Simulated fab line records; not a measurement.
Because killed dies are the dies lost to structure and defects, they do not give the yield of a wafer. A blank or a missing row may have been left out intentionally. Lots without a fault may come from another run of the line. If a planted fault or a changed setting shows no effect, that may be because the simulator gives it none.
Matching of chambers :: flow sfq-line :: SFQ_TRILAYER_I4_VIA_ETCH_VIA_ETCH_106 on rie-diel-03: 4 sister chambers
The step etches SiO2 in CHF3, stops on Nb, target depth 260 nm. 7 wafers are shown with their chamber, then 6 later ones without.

WAFERS WITH THEIR CHAMBER
wafer: L814.6
chamber: 2
drypump-motor-current-A (A): 5.7
oes-product-au (a.u.): 0.862

wafer: L818.2
chamber: 0
drypump-motor-current-A (A): 5.3
oes-product-au (a.u.): 0.851

wafer: L821.1
chamber: 0
drypump-motor-current-A (A): 5.3
oes-product-au (a.u.): 0.857

wafer: L821.5
chamber: 1
drypump-motor-current-A (A): 6.7
oes-product-au (a.u.): 0.855

wafer: L823.1
chamber: 3
drypump-motor-current-A (A): 5.3
oes-product-au (a.u.): 0.852

wafer: L823.5
chamber: 1
drypump-motor-current-A (A): 6.8
oes-product-au (a.u.): 0.849

wafer: L823.6
chamber: 3
drypump-motor-current-A (A): 5.3
oes-product-au (a.u.): 0.854

WAFERS WITH NO CHAMBER GIVEN
wafer: L824.1
drypump-motor-current-A (A): 5.2
oes-product-au (a.u.): 0.852

wafer: L824.4
drypump-motor-current-A (A): 6.7
oes-product-au (a.u.): 0.855

wafer: L824.6
drypump-motor-current-A (A): 5.7
oes-product-au (a.u.): 0.849

wafer: L828.1
drypump-motor-current-A (A): 6.8
oes-product-au (a.u.): 0.851

wafer: L828.3
drypump-motor-current-A (A): 5.2
oes-product-au (a.u.): 0.853

wafer: L828.5
drypump-motor-current-A (A): 5.2
oes-product-au (a.u.): 0.850

WHICH CHAMBER EACH ONE RAN IN
wafer: L824.1
from the rows above: can't be placed: 3 or 0
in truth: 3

wafer: L824.4
from the rows above: 1
in truth: 1

wafer: L824.6
from the rows above: 2
in truth: 2

wafer: L828.1
from the rows above: 1
in truth: 1

wafer: L828.3
from the rows above: can't be placed: 3 or 0
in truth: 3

wafer: L828.5
from the rows above: can't be placed: 3 or 0
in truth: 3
Placed correctly: 3 of 6. Cannot be placed on the basis of these rows: 3; the candidates contain the true chamber in 3. Number placed wrongly: 0.
How it was worked out, from the rows above alone: a wafer's distance from a chamber is the root of the sum, over the readings, of the square of ((its reading less the chamber's mean) divided by the reading's scatter). If the next closest chamber is less than 2 further off than the closest, the wafer can't be placed; otherwise it belongs to the closest. Each chamber's mean is taken over the wafers shown for it. How the scatter is found: for the shown wafers, subtract from each reading the mean of its chamber, square and add these, divide the total by (wafers less chambers), then take the root.
